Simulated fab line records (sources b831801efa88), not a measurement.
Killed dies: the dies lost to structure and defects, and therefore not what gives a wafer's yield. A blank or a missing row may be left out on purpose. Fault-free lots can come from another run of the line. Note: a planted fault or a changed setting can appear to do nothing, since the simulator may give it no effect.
Which tool was responsible? -- flow sky130 -- 10 lots with 30 wafers sampled at 7 steps, on a route of 708 steps

## WHAT EACH GAUGE READ, for each wafer
SKY_LOCAL_INTERCONNECT_RS_MEAS_01: measures by four-point-probe. Usual: for LOCAL_INTERCONNECT_TIN_RS the level is 14.11 ohm/sq and the standard deviation is 0.17.
lot,measured,on,LOCAL_INTERCONNECT_TIN_RS (ohm/sq),flag
L699,day 29 06:52,film-metro-04,13.92 13.79 13.95,
L702,day 30 04:42,film-metro-03,14.19 14.06 14.16,
L703,day 30 21:14,film-metro-02,14.31 14.28 14.18,
L704,day 31 18:41,film-metro-04,13.96 14.18 14.03,
L706,day 31 21:47,film-metro-03,14.18 14.39 14.43,
L710,day 33 09:19,film-metro-03,14.13 17.10 14.19,OFF
L712,day 33 19:19,film-metro-03,13.76 13.78 13.67,
L711,day 34 02:47,film-metro-02,14.03 14.01 14.12,
L713,day 34 11:56,film-metro-03,14.19 16.96 14.13,OFF
L720,day 36 10:20,film-metro-02,14.16 13.91 14.13,

SKY_LOCAL_INTERCONNECT_THK_MEAS_02: measures by xrf. Usual: for LOCAL_INTERCONNECT_TIN_THK the level is 99.7 nm and the standard deviation is 1.3.
lot,measured,on,LOCAL_INTERCONNECT_TIN_THK (nm),flag
L699,day 29 06:59,film-metro-04,100.5 101.4 100.4,
L702,day 30 04:49,film-metro-03,99.2 100.0 99.3,
L703,day 30 21:22,film-metro-02,98.0 98.3 99.2,
L704,day 31 18:49,film-metro-04,99.8 98.5 99.6,
L706,day 31 21:53,film-metro-03,99.8 98.4 98.0,
L710,day 33 09:26,film-metro-03,100.8 83.7 100.9,OFF
L712,day 33 19:26,film-metro-03,103.5 103.1 103.5,
L711,day 34 02:53,film-metro-02,99.7 99.8 99.7,
L713,day 34 12:03,film-metro-03,99.3 84.1 100.0,OFF
L720,day 36 10:27,film-metro-02,99.2 100.9 99.5,

SKY_CONTACT_THK_MEAS_03. Usual: for CONTACT_HDPCVD_THK the level is 576 nm and the standard deviation is 5.5.
lot,measured,on,CONTACT_HDPCVD_THK (nm),flag
L699,day 30 11:50,film-metro-02,585 577 580,
L702,day 31 09:43,film-metro-02,585 580 574,
L703,day 32 02:44,film-metro-01,574 576 579,
L704,day 32 22:35,film-metro-01,576 569 576,
L706,day 33 01:12,film-metro-02,576 584 569,
L710,day 34 13:48,film-metro-04,576 576 570,
L712,day 34 23:35,film-metro-02,578 564 569,
L711,day 35 06:40,film-metro-02,575 565 570,
L713,day 35 14:55,film-metro-01,577 581 575,
L720,day 37 13:34,film-metro-01,572 579 583,

## TOOL THAT RAN EACH LOT (tool first, then ch and the chambers of the sampled wafers, then the start)
lot,SKY_POLY_CUT_ETCH_11,SKY_LI_CONTACT_SPUTTER_20,SKY_LOCAL_INTERCONNECT_SPUTTER_00,SKY_LOCAL_INTERCONNECT_METAL_ETCH_14
L699,"rie-diel-03 ch 0,1, day 24 08:43","pvd-sputter-01, day 29 06:08","pvd-sputter-02, day 29 06:47","rie-metal-01 ch 0, day 30 11:02"
L702,"rie-diel-03 ch 2,3, day 25 07:01","pvd-sputter-04, day 30 03:58","pvd-sputter-03, day 30 04:38","rie-metal-02 ch 0,1, day 31 08:50"
L703,"rie-diel-04 ch 0,1,2, day 25 23:25","pvd-sputter-04, day 30 20:23","pvd-sputter-04, day 30 21:10","rie-metal-01 ch 0,1, day 32 01:55"
L704,"rie-diel-01 ch 1,3, day 26 22:25","pvd-sputter-01, day 31 17:58","pvd-sputter-04, day 31 18:38","rie-metal-02 ch 0,1, day 32 21:46"
L706,"rie-diel-04 ch 0,2,3, day 27 03:55","pvd-sputter-04, day 31 21:01","pvd-sputter-04, day 31 21:41","rie-metal-02 ch 0,1, day 33 00:23"
L710,"rie-diel-04 ch 2,3, day 28 16:22","pvd-sputter-02, day 33 08:35","pvd-sputter-04, day 33 09:16","rie-metal-04 ch 0,1, day 34 12:59"
L712,"rie-diel-03 ch 0,1,2, day 29 01:55","pvd-sputter-01, day 33 18:35","pvd-sputter-02, day 33 19:14","rie-metal-04 ch 0,1, day 34 22:46"
L711,"rie-diel-03 ch 0,1, day 29 10:10","pvd-sputter-04, day 34 02:02","pvd-sputter-02, day 34 02:41","rie-metal-01 ch 0, day 35 05:49"
L713,"rie-diel-01 ch 0,1, day 29 18:02","pvd-sputter-02, day 34 11:11","pvd-sputter-04, day 34 11:51","rie-metal-01 ch 0,1, day 35 14:05"
L720,"rie-diel-03 ch 0,2,3, day 31 16:22","pvd-sputter-01, day 36 09:26","pvd-sputter-02, day 36 10:16","rie-metal-04 ch 0,1, day 37 12:38"
- SKY_POLY_CUT_ETCH_11: etches Si3N4 in CF4/CH2F2/Ar, stops on poly-Si, time 42.5 s, target depth 60 nm.
- SKY_LI_CONTACT_SPUTTER_20: material TiN, target thk 20 nm, time 80 s.
- SKY_LOCAL_INTERCONNECT_SPUTTER_00: material TiN, target thk 100 nm, time 83.3 s.
- SKY_LOCAL_INTERCONNECT_METAL_ETCH_14: etches TiN in Cl2/BCl3, stops on PSG, target depth 110 nm, time 31.4 s.

## AS READ BY THE TOOLS THEMSELVES (means over the sampled wafers that have a number; for cases with no such wafer, the mark the record gives instead)
SKY_POLY_CUT_ETCH_11. Usual: bias-w 149.9 W, standard deviation 0.41; drypump-motor-current-A 5.98 A, standard deviation 0.23; oes-product-au 0.831 a.u., standard deviation 0.0063; rf-fwd-power-W 594.1 W, standard deviation 2.5; throttle-valve-pct 14.994 %, standard deviation 0.0097.
lot,tool,bias-w (W),drypump-motor-current-A (A),oes-product-au (a.u.),rf-fwd-power-W (W),throttle-valve-pct (%),flag
L699,rie-diel-03,150.1,5.87,0.831,594.4,14.995,
L702,rie-diel-03,150.1,6.04,0.834,593.6,14.984,
L703,rie-diel-04,149.8,5.96,0.831,593.5,15.006,
L704,rie-diel-01,149.8,6.23,0.833,593.4,14.987,
L706,rie-diel-04,150.5,5.99,0.829,596.8,14.985,
L710,rie-diel-04,149.8,6.24,0.833,595.0,14.990,
L712,rie-diel-03,150.3,5.93,0.823,595.0,14.987,
L711,rie-diel-03,149.3,5.86,0.819,592.6,14.994,
L713,rie-diel-01,150.0,6.19,0.828,593.0,14.993,
L720,rie-diel-03,149.8,5.97,0.831,594.1,14.992,

SKY_LI_CONTACT_SPUTTER_20. Usual: throttle-valve-pct 29.7 %, standard deviation 1.2.
lot,tool,throttle-valve-pct (%),flag
L699,pvd-sputter-01,29.8,
L702,pvd-sputter-04,30.1,
L703,pvd-sputter-04,29.1,
L704,pvd-sputter-01,30.7,
L706,pvd-sputter-04,28.4,
L710,pvd-sputter-02,29.9,
L712,pvd-sputter-01,30.4,
L711,pvd-sputter-04,30.0,
L713,pvd-sputter-02,29.0,
L720,pvd-sputter-01,29.9,

SKY_LOCAL_INTERCONNECT_SPUTTER_00. Usual: throttle-valve-pct 29.3 %, standard deviation 1.1.
lot,tool,throttle-valve-pct (%),flag
L699,pvd-sputter-02,29.7,
L702,pvd-sputter-03,29.5,
L703,pvd-sputter-04,29.6,
L704,pvd-sputter-04,29.2,
L706,pvd-sputter-04,29.8,
L710,pvd-sputter-04,30.0,
L712,pvd-sputter-02,29.6,
L711,pvd-sputter-02,29.0,
L713,pvd-sputter-04,30.3,
L720,pvd-sputter-02,29.1,

SKY_LOCAL_INTERCONNECT_METAL_ETCH_14. Usual: bias-w 48.52 W, standard deviation 0.15; drypump-motor-current-A 5.9 A, standard deviation 0.44; oes-product-au 0.942 a.u., standard deviation 0.008; rf-fwd-power-W 888 W, standard deviation 3.7; throttle-valve-pct 21.900 %, standard deviation 0.0099.
lot,tool,bias-w (W),drypump-motor-current-A (A),oes-product-au (a.u.),rf-fwd-power-W (W),throttle-valve-pct (%),flag
L699,rie-metal-01,48.55,5.7,0.954,889,21.904,
L702,rie-metal-02,48.59,6.0,0.941,886,21.905,
L703,rie-metal-01,48.44,5.8,0.938,890,21.904,
L704,rie-metal-02,48.54,6.1,0.941,887,21.902,
L706,rie-metal-02,48.74,6.0,0.931,886,21.895,
L710,rie-metal-04,48.44,5.5,0.914,885,21.920,OFF
L712,rie-metal-04,48.52,6.0,0.954,889,21.886,
L711,rie-metal-01,48.41,5.7,0.940,890,21.893,
L713,rie-metal-01,48.53,5.8,0.911,892,21.915,OFF
L720,rie-metal-04,48.47,5.5,0.944,892,21.896,

## THE ANSWER, worked out from the rows above alone
Rule: lot off if the mean of its wafers having a number is beyond 3 standard deviations from the usual mean. A lot without any number at a reading at which 4 lots or more have one is off too. All remaining lots with rows at the step are treated as sound. First the gauges in route order, then the tools' own readings, where a lot's mean is used as printed above. At the first step where some lot is off, the reading lying furthest off is the one used; lots without a number count as furthest.
Off: at SKY_LOCAL_INTERCONNECT_RS_MEAS_01 (LOCAL_INTERCONNECT_TIN_RS), L710, L713.
A tool fits if, at a process step before that reading, it ran every lot that is off, and no sound lot after the first of them. Not tried: the gauges at SKY_LOCAL_INTERCONNECT_RS_MEAS_01; whatever is off there is also off at SKY_LOCAL_INTERCONNECT_METAL_ETCH_14, on other tools, and gauge error can't account for it. Can't be told from this: 2 tools fit, pvd-sputter-02 at SKY_LI_CONTACT_SPUTTER_20, pvd-sputter-04 at SKY_LOCAL_INTERCONNECT_SPUTTER_00.

## WHAT THE SIMULATOR HAD INSERTED
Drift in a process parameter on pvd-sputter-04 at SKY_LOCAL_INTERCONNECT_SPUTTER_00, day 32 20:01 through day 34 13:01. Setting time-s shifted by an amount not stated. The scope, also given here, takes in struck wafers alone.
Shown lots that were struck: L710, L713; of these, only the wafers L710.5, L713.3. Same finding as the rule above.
